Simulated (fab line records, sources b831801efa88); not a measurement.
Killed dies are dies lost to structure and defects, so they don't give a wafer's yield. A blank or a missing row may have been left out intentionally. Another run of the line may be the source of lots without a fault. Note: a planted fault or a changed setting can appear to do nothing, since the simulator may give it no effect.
One fault through the eyes of 2 desks | flow sky130 | each desk holds nothing but its own numbers, with what lay behind them at the end

AT THE TOOL OWNER'S DESK: rieMetal-02
The tool's own readings at SKY_METAL3_METAL_ETCH_18 (etches the open film in Cl2/BCl3, stops on SiO2, target depth 845 nm, time 183.1 s): means of the sampled wafers that have a number, for each lot that ran on this tool. Marked OUT: a lot whose mean sits more than 4 standard deviations from the usual mean, which makes it out of limits; the brackets give that distance.
Columns: A = drypumpMotorCurrentA at SKY_METAL3_METAL_ETCH_18, usual 5.4 A; B = mfcCl2Sccm at SKY_METAL3_METAL_ETCH_18, usual 59.99 sccm; C = oesProductAu at SKY_METAL3_METAL_ETCH_18, usual 0.867 a.u.; D = throttleValvePct at SKY_METAL3_METAL_ETCH_18, usual 22.264 %
lot  | first seen here | A   | B     | C     | D
L613 | day 38 00:33    | 5.3 | 59.94 | 0.860 | 22.275
L616 | day 39 06:52    | 4.8 | 60.12 | 0.868 | 22.259
L620 | day 40 14:20    | 5.7 | 59.99 | 0.870 | 22.262
L623 | day 41 08:10    | 5.8 | 60.16 | 0.872 | 22.264
L624 | day 41 14:48    | 4.9 | 59.81 | 0.866 | 22.268
L627 | day 42 11:16    | 5.7 | 60.21 | 0.868 | 22.270
L628 | day 42 20:33    | 5.7 | 59.78 | 0.869 | 22.260
L631 | day 44 05:52    | 5.8 | 59.85 | 0.868 | 22.263
L632 | day 44 10:44    | 5.3 | 60.20 | 0.870 | 22.264
Finding of this desk: none of the 9 lots has anything out of limits.

FROM THE METROLOGY DESK
Means of the sampled wafers that have a number, per lot and without regard to the tool the lot ran on: this is what the gauges read. Marked OUT: a lot whose mean sits more than 4 standard deviations from the usual mean, which makes it out of limits; the brackets give that distance.
Columns: A = METAL4_OVL at SKY_METAL4_OVL_MEAS_14, usual 4 nm
lot  | first seen here | A
L613 | day 41 06:25    | 9
L616 | day 42 11:47    | 0
L620 | day 43 17:11    | 4
L623 | day 44 09:46    | 3
L624 | day 44 15:33    | 4
L625 | day 45 00:58    | 9
L627 | day 45 08:58    | 3
L628 | day 45 17:07    | 10
L631 | day 47 00:17    | 7
L632 | day 47 03:45    | 8
L633 | day 47 16:38    | 3
L636 | day 48 21:26    | 2
Finding of this desk: none of the 12 lots has anything out of limits.

PUT TOGETHER
The tool owner's desk saw nothing out of limits.
Metrology desk: nothing out of limits seen.

WHAT THE SIMULATOR HAD PUT IN
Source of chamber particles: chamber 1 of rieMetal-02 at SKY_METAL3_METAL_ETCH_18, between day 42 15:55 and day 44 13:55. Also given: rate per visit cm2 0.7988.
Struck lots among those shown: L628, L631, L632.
